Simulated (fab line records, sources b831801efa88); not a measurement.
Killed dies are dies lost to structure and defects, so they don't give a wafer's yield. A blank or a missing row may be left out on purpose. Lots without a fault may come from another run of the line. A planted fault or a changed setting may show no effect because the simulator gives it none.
Chamber matching | flow gf180mcu | GF_V5_CMP_26 on cmp-02: 4 sister chambers
The step polishes, stops on SiO2, t overpolish 15 s, target thk 0 nm. 8 wafers are shown with their chamber, then 12 later ones without.

WAFERS WITH THEIR CHAMBER
wafer  | chamber | motor_current_A (A) | time_to_endpoint_s (s)
L086.5 | 3       | 10.2                | 88
L089.6 | 0       | 11.0                | 91
L090.1 | 2       | 11.3                | 92
L090.3 | 3       | 10.1                | 89
L090.6 | 1       | 13.2                | 87
L091.1 | 2       | 10.8                | 90
L091.3 | 0       | 10.4                | 85
L091.6 | 1       | 12.3                | 86

WAFERS WITHOUT THEIR CHAMBER
wafer  | motor_current_A (A) | time_to_endpoint_s (s)
L092.4 | 11.1                | 90
L092.5 | 12.1                | 90
L092.6 | 11.1                | 94
L094.1 | 10.5                | 89
L094.3 | 10.3                | 91
L094.4 | 12.1                | 89
L095.2 | 10.9                | 93
L095.4 | 11.1                | 95
L095.6 | 10.5                | 92
L096.2 | 12.6                | 90
L096.5 | 10.5                | 97
L096.6 | 10.4                | 90

WHICH CHAMBER EACH WENT THROUGH
wafer  | from the rows above          | in truth
L092.4 | can't be placed: 2 or 0 or 3 | 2
L092.5 | can't be placed: 1 or 2 or 0 | 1
L092.6 | can't be placed: 2 or 0 or 3 | 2
L094.1 | can't be placed: 0 or 3 or 2 | 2
L094.3 | can't be placed: 3 or 0 or 2 | 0
L094.4 | can't be placed: 1 or 2 or 0 | 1
L095.2 | can't be placed: 2 or 0 or 3 | 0
L095.4 | can't be placed: 2 or 0 or 3 | 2
L095.6 | can't be placed: 2 or 3 or 0 | 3
L096.2 | 1                            | 1
L096.5 | can't be placed: 2 or 3 or 0 | 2
L096.6 | can't be placed: 3 or 0 or 2 | 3
Placed correctly: 1 of 12. Can't be placed from these rows: 11 (the true chamber is among the candidates in 11). Placed wrongly: 0.
How it was worked out, from the rows above alone: a wafer's distance from a chamber is the root of the sum, over the readings, of the square of ((its reading less the chamber's mean) divided by the reading's scatter). The wafer belongs to the nearest chamber; if the next one is less than 2 further off, it can't be placed. A chamber's mean is the mean of its shown wafers. The scatter: the root of (the sum of the squares of (reading less its chamber's mean) over the shown wafers, divided by (wafers less chambers)).
